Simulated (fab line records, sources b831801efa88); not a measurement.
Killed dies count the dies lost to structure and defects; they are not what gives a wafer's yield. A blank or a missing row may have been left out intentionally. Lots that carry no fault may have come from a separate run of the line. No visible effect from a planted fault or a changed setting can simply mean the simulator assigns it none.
8D (eight disciplines) problem report, filled in by code ; flow sky130 ; the parts of the form that need people (team, actions taken, sign-off) are left out

== 1. THE ISSUE ==
oesProductAu at SKY_VIA3_ETCH_14 reads a mean of 0.809 a.u. on 1 wafer of 1 lot; wafers without a fault read 0.855 a.u. with a standard deviation of 0.0047. That is -9.8 standard deviations from the usual mean.
The step: etches BARC in N2/H2, stops on SiO2, time 45.9 s, target depth 60 nm.
The first sign was on wafer L539.6 at day 44 22:34, on rieDiel-01. The record holds 27 wafers of 9 lots with a number at this step. Rule for "out", or "out of limits": more than 4 standard deviations from the usual mean. The rest of the wafers with a number are treated as sound.

== 2. WHAT IT IS; WHAT IT IS NOT ==
question;is;is not
which readings at this step;oesProductAu;chamberPressureMTorr, drypumpMotorCurrentA, throttleValvePct
which lots;L539;L527, L529, L532, L533, L544, L547, L548, L549
which wafers of those lots;L539.6;L539.2, L539.3
read on which tools;rieDiel-01;rieDiel-02, rieDiel-04
when;from day 44 22:34;"up to then (14 sound wafers); but 12 sound wafers of L544, L547, L548, L549 came after"

== 3. THE SUSPECTS, EACH WITH WHAT RULES IT OUT ==
Counting: if a tool at a process step up to the reading ran every lot that is out, it stays a suspect. Sound lots after the first of them don't rule it out here, since some wafers of a struck lot are sound.
- cmp-01 at SKY_VIA2_CMP_24 (polishes, stops on SiO2, t overpolish 20 s, target thk 0 nm): kept. The lot that is out, L539, ran on it at day 41 22:44; the last sound lot it ran before that was L533, at day 39 01:58.
- rieDiel-01 at SKY_VIA3_ETCH_14 (etches BARC in N2/H2, stops on SiO2, time 45.9 s, target depth 60 nm): kept. The lot that is out, L539, ran on it at day 44 22:34; the last sound lot it ran before that was L532, at day 41 14:47. On those wafers its own readings are out: oesProductAu.
Remaining after the count are cmp-01 at SKY_VIA2_CMP_24 and rieDiel-01 at SKY_VIA3_ETCH_14.

== 4. THE CAUSE (what the simulator had put in) ==
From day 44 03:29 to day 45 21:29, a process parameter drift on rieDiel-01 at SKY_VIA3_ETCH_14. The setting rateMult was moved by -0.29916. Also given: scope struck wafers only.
Of the 2 suspects that counting leaves, this tool is one.

== 5. THE CHAIN OF EFFECTS, in route order ==
Each row: a reading where the mean over the struck wafers with a number is more than 3 standard deviations away from the usual. Readings are gone through only where the record gives a usual standard deviation; hours: the median, over the lots, of the time from a lot's start at the first step in this table giving one to that lot's start at this step; sigmas: the change measured in usual standard deviations.
hours;step;reading;usual;on struck wafers;change;sigmas
0;SKY_VIA3_ETCH_14;oesProductAu;0.855 a.u.;0.809;-0.046;-9.8
0;SKY_VIA3_ETCH_15;oesProductAu;0.946 a.u.;0.862;-0.084;-17
0;SKY_VIA3_STRIP_16;stripTimeToEndpointS;4.128 s;4.238;+0.110;+6.5
124;SKY_PAD_OPEN_PROBE_99;defectLimitedYield;82.5 %;67.9;-14.6;-8.1
124;SKY_PAD_OPEN_PROBE_99;killed_at_M0_to_M3;43;110;+67;+10
124;SKY_PAD_OPEN_PROBE_99;killedDies;86;158;+72;+8.2
124;SKY_PAD_OPEN_PROBE_99;sort_bin_5_function;10.4 %;23.0;+12.6;+9.0
124;SKY_PAD_OPEN_PROBE_99;sortNPass;406;334;-72;-8.2
124;SKY_PAD_OPEN_PROBE_99;sortYieldPct;82.5 %;67.9;-14.6;-8.1
It contains these process steps:
- SKY_VIA3_ETCH_14: etches BARC in N2/H2, stops on SiO2, time 45.9 s, target depth 60 nm.
- SKY_VIA3_ETCH_15: etches SiO2 in C4F8/O2/Ar, stops on TiN, target depth 507 nm, time 78 s.
- SKY_VIA3_STRIP_16: strips in O2/N2.
- SKY_PAD_OPEN_PROBE_99

== 6. WHAT WOULD HAVE CAUGHT IT SOONER ==
The fault began at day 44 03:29; the first out-of-limits reading in this record came at day 44 22:34, 19 hours later.
